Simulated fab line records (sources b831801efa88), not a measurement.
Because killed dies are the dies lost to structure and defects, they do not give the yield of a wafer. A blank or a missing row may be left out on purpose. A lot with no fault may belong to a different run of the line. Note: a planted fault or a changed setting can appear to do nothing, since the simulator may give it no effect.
Chamber matching    flow gf180mcu    GF_DUAL_GATE_WET_ETCH_12 on wet bench-03 has 3 sister chambers
The step etches SiO2 in dHF, target depth 13 nm, time 260 s. 3 wafers are shown with their chamber, then 5 later ones without.

## WAFERS, EACH WITH ITS CHAMBER
wafer   chamber  temp c (C)
L354.6  2        24.91
L363.6  3        25.00
L364.2  0        24.89

## WAFERS WITH NO CHAMBER GIVEN
wafer   temp c (C)
L364.4  25.05
L364.6  25.02
L369.1  24.96
L369.3  25.01
L369.6  25.07

## THE CHAMBER EACH PASSED THROUGH
wafer    from the rows above            in truth
L364.4   3                              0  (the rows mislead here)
L364.6   3                              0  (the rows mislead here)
L369.1   can't be placed: 3 or 2 or 0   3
L369.3   3                              3
L369.6   3                              3
Correctly placed: 2 of 5. Not placeable from these rows: 1 (in 1, the candidates include the true chamber). Wrongly placed: 2.
How it was worked out, from the rows above alone: a wafer's distance from a chamber is the root of the sum, over the readings, of the square of ((its reading less the chamber's mean) divided by the reading's scatter). If the next closest chamber is less than 2 further off than the closest, the wafer can't be placed; otherwise it belongs to the closest. For every chamber, the mean is computed from those of its wafers that are shown. The scatter: root of mean squared gap, hidden wafer to nearest shown wafer, with one shown wafer a chamber.
